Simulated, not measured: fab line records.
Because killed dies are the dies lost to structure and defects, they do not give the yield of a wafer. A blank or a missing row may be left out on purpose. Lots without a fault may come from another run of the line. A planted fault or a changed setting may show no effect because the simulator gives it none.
Which tool was responsible?	flow gf180mcu	14 lots, 42 wafers sampled, at 4 steps of a route of 602

## WHAT EACH GAUGE READ, for each wafer
GF_V4_THK_MEAS_01. Usual: V4_CVD_00_THK gives 579 nm (standard deviation 8).
lot	measured	on	V4_CVD_00_THK (nm)	flag
L527	day 23 11:47	film metro-02	585 577 587	
L528	day 24 04:59	film metro-04	589 589 583	
L529	day 24 21:36	film metro-03	565 579 580	
L531	day 25 08:13	film metro-04	589 580 582	
L532	day 25 18:16	film metro-03	593 595 579	
L533	day 26 14:20	film metro-04	581 586 582	
L535	day 26 17:25	film metro-03	563 573 572	
L536	day 27 00:52	film metro-04	582 580 591	
L537	day 27 04:46	film metro-02	573 575 579	
L539	day 27 18:20	film metro-04	578 583 577	
L540	day 28 11:04	film metro-04	571 579 570	
L541	day 28 14:54	film metro-02	591 579 581	
L544	day 29 05:31	film metro-03	582 577 563	
L548	day 30 09:36	film metro-02	566 570 568	

GF_V5_CD_MEAS_14: target cd 260 nm. Usual: cd nm 260.1 nm, standard deviation 1.1.
lot	measured	on	cd nm (nm)	flag
L527	day 27 07:37	cd sem-02	258.6 260.2 260.5	
L528	day 27 20:25	cd sem-01	258.9 260.6 259.6	
L529	day 28 11:18	cd sem-02	261.5 261.6 259.8	
L531	day 28 20:41	cd sem-01	261.3 260.5 260.6	
L532	day 29 06:29	cd sem-02	261.0 261.6 260.5	
L533	day 29 23:23	cd sem-01	259.0 259.4 258.2	
L535	day 30 03:55	cd sem-02	261.3 262.0 260.7	
L536	day 30 10:29	cd sem-02	261.5 260.5 260.4	
L537	day 30 12:38	cd sem-01	262.0 261.5 260.7	
L539	day 31 02:19	cd sem-01	261.1 260.6 259.4	
L540	day 31 17:08	cd sem-01	258.7 259.1 258.2	
L541	day 31 20:32	cd sem-02	258.0 258.3 258.8	
L544	day 32 09:17	cd sem-02	258.3 260.4 260.0	
L548	day 33 09:59	cd sem-02	259.7 259.5 258.8	

GF_TOP_METAL_OVL_MEAS_15. Usual: TOP_METAL_OVL gives -0.2 nm (standard deviation 1.4).
lot	measured	on	TOP_METAL_OVL (nm)	flag
L527	day 28 05:23	overlay-01	-0.1 1.2 0.2	
L528	day 28 17:37	overlay-02	-0.7 0.4 -1.6	
L529	day 29 08:20	overlay-02	-0.3 -0.9 0.8	
L531	day 29 16:40	overlay-02	4.0 2.6 0.8	
L532	day 30 03:04	overlay-02	0.2 1.3 1.8	
L533	day 30 19:05	overlay-02	0.2 1.1 1.6	
L535	day 30 23:56	overlay-01	-1.1 -1.6 0.0	
L536	day 31 06:16	overlay-02	1.1 0.1 -0.5	
L537	day 31 08:49	overlay-02	1.3 -0.1 -0.1	
L539	day 31 21:34	overlay-01	-3.5 -1.9 -1.5	
L540	day 32 11:56	overlay-02	-1.6 -1.2 -1.4	
L541	day 32 15:23	overlay-02	-2.5 -1.4 -0.6	
L544	day 33 03:13	overlay-01	-0.5 -1.4 -0.6	
L548	day 34 03:11	overlay-01	1.7 0.6 0.3	

## WHAT TOOL EACH LOT RAN ON (gives the tool, then ch and the chambers of the sampled wafers, and finally the start)
lot	GF_M2_SPUTTER_04
L527	pvd sputter-01, day 18 04:41
L528	pvd sputter-02, day 19 01:09
L529	pvd sputter-02, day 19 18:23
L531	pvd sputter-03, day 20 06:50
L532	pvd sputter-03, day 20 16:41
L533	pvd sputter-03, day 21 13:04
L535	pvd sputter-03, day 21 19:05
L536	pvd sputter-03, day 22 05:56
L537	pvd sputter-01, day 22 08:41
L539	pvd sputter-03, day 23 01:24
L540	pvd sputter-03, day 23 18:16
L541	pvd sputter-02, day 23 23:41
L544	pvd sputter-03, day 24 17:05
L548	pvd sputter-01, day 26 00:08
- GF_M2_SPUTTER_04: material TiN, target thk 50 nm, time 41.7 s.

## WHAT THE TOOLS THEMSELVES READ (means of the sampled wafers that have a number; where no wafer has one, the mark that the record gives instead)
GF_M2_SPUTTER_04. Usual: throttle valve pct 30.1 %, standard deviation 0.83.
lot	tool	throttle valve pct (%)	flag
L527	pvd sputter-01	29.6	
L528	pvd sputter-02	29.6	
L529	pvd sputter-02	30.0	
L531	pvd sputter-03	30.4	
L532	pvd sputter-03	31.1	
L533	pvd sputter-03	31.0	
L535	pvd sputter-03	31.6	
L536	pvd sputter-03	30.6	
L537	pvd sputter-01	29.8	
L539	pvd sputter-03	29.9	
L540	pvd sputter-03	30.9	
L541	pvd sputter-02	30.1	
L544	pvd sputter-03	30.7	
L548	pvd sputter-01	29.7	

## THE ANSWER, worked out from the rows above alone
Rule: a lot counts as off when the mean over its wafers that have a number is more than 3 standard deviations away from the usual mean. A lot without any number at a reading at which 4 lots or more have one is off too. Any other lot the step has rows for is counted as sound. The gauges are gone through in route order, then the tools' own readings, and for those a lot's mean is taken as printed above. The first step at which some lot is off is used, and at that step the reading that is off furthest; a lot without a number counts as furthest.
Across all readings shown, no lot is off: no conclusion can be drawn from this.

## WHAT THE SIMULATOR PUT IN
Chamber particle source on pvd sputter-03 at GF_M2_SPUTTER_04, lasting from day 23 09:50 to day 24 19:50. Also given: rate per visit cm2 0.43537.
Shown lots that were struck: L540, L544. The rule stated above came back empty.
